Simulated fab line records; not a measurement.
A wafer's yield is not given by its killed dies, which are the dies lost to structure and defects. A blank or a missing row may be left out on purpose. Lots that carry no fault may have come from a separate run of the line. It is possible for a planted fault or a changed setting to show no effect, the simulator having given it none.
A struck lot beside a sound one :: flow gf180mcu :: 15 steps out of a route of 602
Sound: wafers L975.1, L975.4, L975.6. Struck: wafer L984.3. (L984.5 of the same lot was not struck and is left out.) The cause comes at the end.
Order at every step that has rows: each side's tool, ch and its chambers, its first start. Under that, the readings that differ: sound wafers :: struck wafers :: difference of the means :: sigmas: that difference in standard deviations of wafers without a fault.
alike: words and numbers the same on both sides, and readings whose means are apart by under 2 such deviations; not compared: readings that were withheld, readings missing a value for some wafer, numbers with overlapping values and no deviation given by the record, and bounds like >300 which may hide the same value.
The two part at a step that has a row with sigmas, a row that says differs or no value, or rows on one side only. Non-overlapping numbers with no deviation appear without sigmas and do not part them. A reading that every wafer of one side lacks parts them only if that side has two wafers or more.

GF_V5_OVL_MEAS_15:
  sound: overlay-02 at day 27 09:30; struck: overlay-02 at day 30 10:14
reading: V5_OVL (nm)
sound: -8 -1 -3
struck: 5
difference: +9
sigmas: +2
GF_V5_ETCH_16: etches BARC in N2/H2.
  sound on rieDiel-04 ch 1,2, day 27 09:32; struck on rieDiel-04 ch 2, day 30 10:15
  alike: drypumpMotorCurrentA, oesProductAu, throttleValvePct
GF_V5_ETCH_17: etches SiO2 in C4F8/O2/Ar, stops on TiN, target depth 855 nm.
  sound: rieDiel-04 ch 1,2; struck: rieDiel-04 ch 2
  alike: oesProductAu
GF_V5_STRIP_18: strips in O2/N2.
  sound on plasmaAsher-04 ch 0,1, day 27 09:41; struck on plasmaAsher-03 ch 0, day 30 10:26
  alike: drypumpMotorCurrentA, heaterPowerW, oesProductAu
  not compared: rfHoursCounterH
then, 4 steps without rows for these wafers: GF_V5_STRIP_19 (strips in post etch residue remover, time 1200 s); GF_V5_CLEAN_20 (cleans in DIW); GF_V5_SPUTTER_21 (material Ti, target thk 15 nm, time 80.02 s); GF_V5_SPUTTER_22 (material TiN, target thk 10 nm, time 40 s).
GF_V5_CVD_23: deposits W, target thk 350 nm, time 104.9 s.
  sound on cvdW-01 ch 0,1, day 27 10:22; struck on cvdW-01 ch 1, day 30 11:05
  alike: heaterPowerW, susceptorTempC
GF_V5_RS_MEAS_24: measures by four-point-probe.
  sound: filmMetro-02 at day 27 10:28; struck: filmMetro-04 at day 30 11:11
  alike: V5_W_RS
GF_V5_THK_MEAS_25: measures by xrf.
  sound: filmMetro-02 at day 27 10:35; struck: filmMetro-04 at day 30 11:17
  alike: V5_W_THK
GF_V5_CMP_26: polishes, stops on SiO2, t overpolish 15 s, target thk 0 nm.
  sound on cmp-02 ch 0,3, day 27 10:39; struck on cmp-02 ch 1, day 30 11:23
  alike: motorCurrentA, overpolishRunS, timeToEndpointS
GF_TOP_METAL_SPUTTER_00: material Ti, target thk 37.5 nm, time 150 s.
  sound: pvdSputter-03 at day 27 10:57; struck: pvdSputter-03 at day 30 11:38
reading: model.Ti_of_TOP_METAL_SPUTTER_00.thkNm (nm)
sound: 37.92 37.99 38.13
struck: 48.37
difference: +10.36
sigmas: 
  alike: throttleValvePct
then, 1 step without rows for these wafers: GF_TOP_METAL_SPUTTER_01 (material TiN, target thk 30 nm, time 25 s).
GF_PASSIVATION_PROBE_99:
  the record has rows for the struck wafers here (prober-02, day 32 01:58) and none for the sound ones

## WHERE THEY PART
Last at GF_PASSIVATION_PROBE_99 as far as this record goes, first at GF_V5_OVL_MEAS_15.

WHY: the cause the simulator had injected
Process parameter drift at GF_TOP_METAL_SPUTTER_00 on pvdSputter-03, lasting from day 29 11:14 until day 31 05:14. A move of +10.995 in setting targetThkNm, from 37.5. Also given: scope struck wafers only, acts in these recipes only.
